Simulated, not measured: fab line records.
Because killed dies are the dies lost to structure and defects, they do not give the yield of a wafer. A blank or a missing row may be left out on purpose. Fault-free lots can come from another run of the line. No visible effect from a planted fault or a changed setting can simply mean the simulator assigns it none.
Which tool did it?    flow sky130    6 lots, 18 wafers sampled, at 3 steps of a route of 708

== WHAT THE GAUGES READ, wafer by wafer ==
SKY_LDD_HVN_TW_MEAS_10.
lot   measured      on             LDD_HVN_TW
L853  day 20 19:22  film metro-03  1460 1460 1447
L860  day 23 18:54  film metro-03  1460 1456 1445
L864  day 24 20:40  film metro-03  1176 1179 1181
L867  day 26 06:04  film metro-03  1446 1442 1445
L872  day 27 09:14  film metro-04  1463 1461 1453
L874  day 29 13:15  film metro-04  1455 1461 1462

== WHAT TOOL EACH LOT RAN ON (gives the tool, then ch and the chambers of the sampled wafers, and finally the start) ==
lot   SKY_POLY_GATE_STRIP_18                SKY_LDD_HVN_IMPLANT_08
L853  plasma asher-03 ch 0,1, day 16 22:47  implanter-02 ch 0, day 20 19:10
L860  plasma asher-04 ch 0,1, day 19 22:04  implanter-02 ch 0, day 23 18:40
L864  plasma asher-03 ch 0,1, day 21 00:29  implanter-04 ch 0, day 24 20:25
L867  plasma asher-04 ch 0,1, day 22 10:12  implanter-02 ch 0, day 26 05:49
L872  plasma asher-02 ch 0,1, day 23 13:12  implanter-01 ch 0, day 27 08:59
L874  plasma asher-03 ch 0,1, day 25 18:37  implanter-01 ch 0, day 29 13:01
- SKY_POLY_GATE_STRIP_18: strips in O2/N2.
- SKY_LDD_HVN_IMPLANT_08

== THE ANSWER, worked out from the rows above alone ==
Rule: the usual values come from the lots themselves. Put in order of their means at a reading, lots are off if they are a third of the lots or fewer, leave a main group of 4 or more, and stand apart from it by a gap of 3 or more times the standard deviation of the main group's means; of several such gaps the widest counts. If all means in a main group match to the digits the tables above print for the reading, that group is not used. Also off: a lot with no number at a reading for which 4 or more lots have one. All remaining lots with rows at the step are treated as sound.
Off: L864, at SKY_LDD_HVN_TW_MEAS_10 (LDD_HVN_TW). The main group: mean 1454, standard deviation 5.5.
If a tool, at a process step before that reading, ran all the lots that are off and no sound lot after the first of them, it fits. Gauges at SKY_LDD_HVN_TW_MEAS_10: tried the same way as those tools. One candidate fits, namely implanter-04 at SKY_LDD_HVN_IMPLANT_08. It ran no sound lot before its first lot that is off in this sample, so the start can't be narrowed down.

== WHAT HAD BEEN PUT IN BY THE SIMULATOR ==
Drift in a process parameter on implanter-04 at SKY_LDD_HVN_IMPLANT_08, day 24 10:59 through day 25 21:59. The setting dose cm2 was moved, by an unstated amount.
Shown lots that were struck: L864. The rule given above showed the same thing.
